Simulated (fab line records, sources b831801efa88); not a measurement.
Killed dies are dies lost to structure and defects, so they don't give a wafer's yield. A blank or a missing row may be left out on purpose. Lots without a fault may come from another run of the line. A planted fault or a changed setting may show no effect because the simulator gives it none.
Which tool did it? | flow gf180mcu | 7 lots, 21 wafers sampled, at 2 steps of a route of 602

WHAT THE GAUGES READ, wafer by wafer
GF_NWELL_TW_MEAS_11.
lot  | measured    | on            | NWELL_TW
L555 | day 3 20:04 | film_metro-01 | 1601 1606 1598
L557 | day 4 00:25 | film_metro-02 | 1552 1555 1548
L563 | day 5 07:18 | film_metro-04 | 1586 1582 1578
L565 | day 5 20:03 | film_metro-04 | 2880 2880 2875 2876 2891 2882
L569 | day 6 19:57 | film_metro-02 | 1551 1558 1551
L572 | day 7 13:33 | film_metro-02 | 1556 1551 1549
L577 | day 8 14:01 | film_metro-04 | 1571 1569 1568

WHICH TOOL RAN EACH LOT (tool, then ch and the chambers of the sampled wafers, then the start)
lot  | GF_NWELL_IMPLANT_08
L555 | implanter-03 ch 0, day 3 19:40
L557 | implanter-04 ch 0, day 4 00:02
L563 | implanter-04 ch 0, day 5 06:54
L565 | implanter-04 ch 0, day 5 19:39
L569 | implanter-03 ch 0, day 6 19:33
L572 | implanter-03 ch 0, day 7 13:09
L577 | implanter-04 ch 0, day 8 13:38
- GF_NWELL_IMPLANT_08

THE ANSWER, worked out from the rows above alone
Rule: what is usual is taken from the lots themselves. Put in order of their means at a reading, lots are off if they are a third of the lots or fewer, leave a main group of 4 or more, and stand apart from it by a gap of 3 or more times the standard deviation of the main group's means; of several such gaps the widest counts. A main group whose means are all the same, to the digits that the tables above print for the reading, isn't used. A lot without any number at a reading at which 4 lots or more have one is off too. The other lots that the step has rows for count as sound.
Off: L565, at GF_NWELL_TW_MEAS_11 (NWELL_TW). The main group: mean 1568, standard deviation 19.
A tool fits if, at a process step before that reading, it ran every lot that is off, and no sound lot after the first of them. The gauges at GF_NWELL_TW_MEAS_11 are tried like those tools. None of those tried fits.

WHAT THE SIMULATOR HAD PUT IN
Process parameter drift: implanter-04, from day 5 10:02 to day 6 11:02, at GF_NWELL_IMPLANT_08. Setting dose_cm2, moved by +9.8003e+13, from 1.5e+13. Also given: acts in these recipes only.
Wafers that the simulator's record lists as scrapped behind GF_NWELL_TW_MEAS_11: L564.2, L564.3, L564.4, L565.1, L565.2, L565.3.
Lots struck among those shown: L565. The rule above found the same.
